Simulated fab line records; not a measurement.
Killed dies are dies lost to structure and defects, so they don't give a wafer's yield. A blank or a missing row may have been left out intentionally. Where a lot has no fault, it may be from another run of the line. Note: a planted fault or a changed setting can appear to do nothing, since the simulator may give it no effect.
Comparing a struck lot with a sound one | flow sky130 | 14 steps out of a route of 708
Sound: these wafers, L708.2, L708.3, L708.4. The struck wafers were L702.2, L702.3, L702.6. The cause is named last.
Each step with rows lists, per side, the tool, then ch with its chambers, then its first start. Under that, the readings that differ: sound wafers | struck wafers | difference of the means | sigmas: that difference in standard deviations of wafers without a fault.
alike: words and numbers the same on both sides, and readings whose means are apart by under 2 such deviations; not compared: readings that were withheld, readings missing a value for some wafer, numbers with overlapping values and no deviation given by the record, and bounds like >300 which may hide the same value.
Wherever a step has rows on one side only, a row that says differs or no value, or a row with sigmas, the two part there. When numbers do not overlap yet have no deviation, they are printed without sigmas and do not part them. A reading missing from all wafers of one side parts the sides only when that side holds two or more wafers.

SKY_VIA3_CMP_02: polishes SiO2.
  sound on cmp-01 ch 0,1,2, day 41 21:46; struck on cmp-01 ch 0,2, day 40 02:50
  alike: edge zone pressure frac, motor current A
SKY_VIA3_BOW_MEAS_03:
  sound: film metro-02 at day 41 22:05; struck: film metro-04 at day 40 03:07
  alike: VIA3_BOW
then, 8 steps without rows for these wafers: SKY_VIA3_DEHYDRATE_04 (time 60 s); SKY_VIA3_HMDS_05 (prime time 60 s); SKY_VIA3_COAT_06 (resist thk 60 nm); SKY_VIA3_COAT_07 (resist thk 450 nm); SKY_VIA3_SOFTBAKE_08 (time 90 s); SKY_VIA3_EXPOSE_09 (exposes mask VIM3, target cd 200 nm); SKY_VIA3_PEB_10; SKY_VIA3_DEVELOP_11 (develop time 60 s).
SKY_VIA3_CD_MEAS_12: the cd target is 200 nm.
  sound: cd sem-02 at day 42 21:53; struck: cd sem-02 at day 41 03:23
  alike: cd nm
SKY_VIA3_OVL_MEAS_13:
  sound: overlay-01 at day 42 21:59; struck: overlay-02 at day 41 03:30
  alike: VIA3_OVL
SKY_VIA3_ETCH_14: etches BARC in N2/H2, stops on SiO2, time 45.9 s, target depth 60 nm.
  sound on rie diel-01 ch 1,2,3, day 42 22:01; struck on rie diel-04 ch 0,1,3, day 41 03:32
  reading                                     | sound           | struck          | difference | sigmas
  model.KrF-thick_of_VIA3_COAT_07.thk nm (nm) | 393.1 394 394.7 | 391 391.8 392.2 | -2         |
  alike: drypump motor current A, oes product au, throttle valve pct
  not compared: rf hours counter h
SKY_VIA3_ETCH_15: etches SiO2 in C4F8/O2/Ar, stops on TiN, target depth 507 nm, time 78 s.
  sound on rie diel-01 ch 1,2,3, day 42 22:04; struck on rie diel-04 ch 0,1,3, day 41 03:34
  alike: oes product au
  not compared: rf hours counter h

== WHERE THEY PART ==
Nowhere in this record.

WHY: what had been put in by the simulator
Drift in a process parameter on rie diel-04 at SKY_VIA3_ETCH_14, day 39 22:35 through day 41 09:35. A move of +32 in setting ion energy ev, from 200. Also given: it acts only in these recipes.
